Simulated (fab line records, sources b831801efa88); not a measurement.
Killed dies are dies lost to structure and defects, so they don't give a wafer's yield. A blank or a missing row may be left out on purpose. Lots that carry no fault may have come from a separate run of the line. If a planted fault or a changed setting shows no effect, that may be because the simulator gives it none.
A struck lot beside a sound one | flow sky130 | 15 steps out of a route of 708
Sound: these wafers, L757.1, L757.2, L757.6. Struck: wafer L765.6 (left out: L765.4, a lot-mate that was not struck); the cause follows at the end.
Per side, at each step with rows, come the tool, then ch with its chambers, and then its first start. Under that, the readings that differ: sound wafers | struck wafers | difference of the means | sigmas: that difference in standard deviations of wafers without a fault.
alike: same words and numbers on both sides, and readings whose means sit less than 2 such deviations apart. not compared: any withheld reading, any reading some wafer has no value for, any bound like >300 that may hide the same value, and any number with overlapping values for which the record gives no deviation.
Wherever a step has rows on one side only, a row that says differs or no value, or a row with sigmas, the two part there. When numbers do not overlap yet have no deviation, they are printed without sigmas and do not part them. A reading that every wafer of one side lacks parts them only if that side has two wafers or more.

SKY_SD_N_OVL_MEAS_08:
  sound on overlay-01, day 28 13:55; struck on overlay-02, day 31 09:14
  alike: SD_N_OVL
then, 2 steps without rows for these wafers: SKY_SD_N_IMPLANT_09; SKY_SD_N_IMPLANT_10.
SKY_SD_N_STRIP_11: strips in O2/N2.
  sound on plasma-asher-03 ch 0,1, day 28 14:16; struck on plasma-asher-04 ch 0, day 31 09:35
  alike: drypump-motor-current-A, oes-product-au, strip-time-to-endpoint-s
  not compared: rf-hours-counter-h
SKY_SD_N_TW_MEAS_12:
  sound on film-metro-03, day 28 14:22; struck on film-metro-03, day 31 09:41
  alike: SD_N_TW
then, 1 step without rows for these wafers: SKY_SD_N_CLEAN_13 (cleans in SC1/SC2, time 150 s).
SKY_SD_N_RTA_14: time 2 s.
  sound on rtp-anneal-01 ch 0, day 28 14:28; struck on rtp-anneal-01 ch 0, day 31 09:49
  alike: lamp-power-pct, ramp-down-c-per-s, wafer_temp_C_max
SKY_SD_N_RS_MEAS_16: the measuring method here is four-point-probe.
  sound on film-metro-01, day 28 14:38; struck on film-metro-02, day 31 10:01
  alike: SD_N_RS
SKY_SD_N_RS_MEAS_17: the measuring method here is four-point-probe.
  sound on film-metro-01, day 28 14:46; struck on film-metro-02, day 31 10:08
  alike: SD_P_RS
SKY_SD_N_RS_MEAS_18: the measuring method here is four-point-probe.
  sound on film-metro-01, day 28 14:53; struck on film-metro-02, day 31 10:16
  alike: RES_XHIGH_RS
then, 1 step without rows for these wafers: SKY_SALICIDE_CLEAN_00 (cleans in HF-last, time 30 s).
SKY_LI_CONTACT_HDPCVD_00: deposits PSG, target thk 930 nm, time 155 s.
  sound on hdpcvd-02 ch 0,2, day 28 15:01; struck on hdpcvd-01 ch 1, day 31 10:23
  reading                                       | sound             | struck | difference | sigmas
  run-length-s (s)                              | 182.4 183.0 182.8 | 177.2  | -5.5       | -10
  model.PSG_of_LI_CONTACT_HDPCVD_00.thk-nm (nm) | 932.7 951.5 937.3 | 900.6  | -39.9      |
  alike: sih4-flow-sccm
SKY_LI_CONTACT_THK_MEAS_01:
  sound on film-metro-03, day 28 15:07; struck on film-metro-01, day 31 10:28
  reading                    | sound       | struck | difference | sigmas
  LI_CONTACT_HDPCVD_THK (nm) | 933 952 937 | 901    | -40        | -4
SKY_LI_CONTACT_CMP_02: polishes PSG.
  sound on cmp-01 ch 0,1,3, day 28 15:17; struck on cmp-01 ch 3, day 31 10:30
  alike: motor-current-A, time-to-endpoint-s
SKY_PAD_OPEN_PROBE_99:
  the record holds rows for the sound wafers here (prober-02, day 46 03:55) but none for the struck ones

WHERE THEY PART
At SKY_LI_CONTACT_HDPCVD_00 first; at SKY_PAD_OPEN_PROBE_99 last (within this record only).

WHY: what had been put in by the simulator
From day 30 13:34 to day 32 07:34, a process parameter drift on hdpcvd-01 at SKY_LI_CONTACT_HDPCVD_00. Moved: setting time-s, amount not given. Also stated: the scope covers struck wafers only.
